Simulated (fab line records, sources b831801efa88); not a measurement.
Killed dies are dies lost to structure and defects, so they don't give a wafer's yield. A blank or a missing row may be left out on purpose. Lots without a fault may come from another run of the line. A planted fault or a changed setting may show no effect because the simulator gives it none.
Problem report in the 8D (eight disciplines) form, filled by code | flow sfq_line | the parts of the form that need people (team, actions taken, sign-off) are left out

1. THE PROBLEM
thk_nm at SFQ_TRILAYER_I6_METRO_MEASURE_167 reads a mean of 496.8 nm on 6 wafers of 2 lots; wafers without a fault read 200.8 nm with a standard deviation of 1.2. That is +99 or more standard deviations from the usual mean.
First seen on wafer L332.1, day 76 15:21, on film_metro-03. The record holds 42 wafers of 14 lots with a number at this step. Rule for "out", or "out of limits": more than 4 standard deviations from the usual mean. The other wafers with a number count as sound.

2. WHAT IT IS AND WHAT IT IS NOT
question                    | is                           | is not
which readings at this step | thk_nm                       | -
which lots                  | L332, L333                   | L318, L319, L320, L321, L323, L325, L327, L330, L334, L336, L340, L341
which wafers of those lots  | all that have a number       | -
read on which tools         | film_metro-01, film_metro-03 | film_metro-02
when                        | from day 76 15:21            | up to then (24 sound wafers); but 12 sound wafers of L334, L336, L340, L341 came after

3. SUSPECTS, AND WHAT RULES EACH OUT
Counting: a tool at a process step up to the reading stays a suspect if it ran every lot that is out and no sound lot after the first of them.
- cmp-02 at SFQ_TRILAYER_I6_CMP_CMP_166 (polishes SiO2): ruled out as a lasting fault. Sound lots L336, L340 ran on it after its first lot that is out, L332 (day 76 12:14).
Left after counting: nothing in the record.

4. THE CAUSE (what the simulator had put in)
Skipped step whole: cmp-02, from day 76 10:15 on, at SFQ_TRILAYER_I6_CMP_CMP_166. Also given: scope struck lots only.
Counting ruled it out, wrongly: the rule takes a fault to strike every lot that its tool runs from its start on, and this one did not.

5. THE CHAIN OF EFFECTS, in route order
Each row: a reading whose mean over the struck wafers that have a number lies more than 3 standard deviations from the usual. Only readings for which the record gives a usual standard deviation are gone through. hours: the time from each lot's start at the first step in this table that gives one to its start at this step, as a median over the lots. sigmas: the change in usual standard deviations.
hours | step                                  | reading        | usual      | on struck wafers | change | sigmas
0     | SFQ_TRILAYER_I6_METRO_MEASURE_167     | thk_nm         | 200.8 nm   | 496.8            | +296.0 | +99 or more
89    | SFQ_TRILAYER_I6_VIA_ETCH_VIA_ETCH_172 | oes_product_au | 0.856 a.u. | 1.626            | +0.770 | +99 or more
The process steps in it:
- SFQ_TRILAYER_I6_METRO_MEASURE_167
- SFQ_TRILAYER_I6_VIA_ETCH_VIA_ETCH_172: etches SiO2 in CHF3, stops on Nb, target depth 260 nm.
Readings that are blank on the struck wafers while sound wafers have them: edge_zone_pressure_frac at SFQ_TRILAYER_I6_CMP_CMP_166; head_pressure_psi at SFQ_TRILAYER_I6_CMP_CMP_166; motor_current_A at SFQ_TRILAYER_I6_CMP_CMP_166; time_to_endpoint_s at SFQ_TRILAYER_I6_CMP_CMP_166.
Later measuring or inspecting steps at which every struck wafer that the step has a row for has a number for every such reading, and none has moved that far: SFQ_I7_BOW_MEAS_946.

6. WHAT WOULD HAVE CAUGHT IT SOONER
In this record the first reading out of limits was taken at day 76 15:21, 5 hours after the fault began at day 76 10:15.
At SFQ_TRILAYER_I6_CMP_CMP_166 the tool's readings are blank on the struck wafers, where sound wafers have them: an empty tool record is the first sign, and it was there at once.
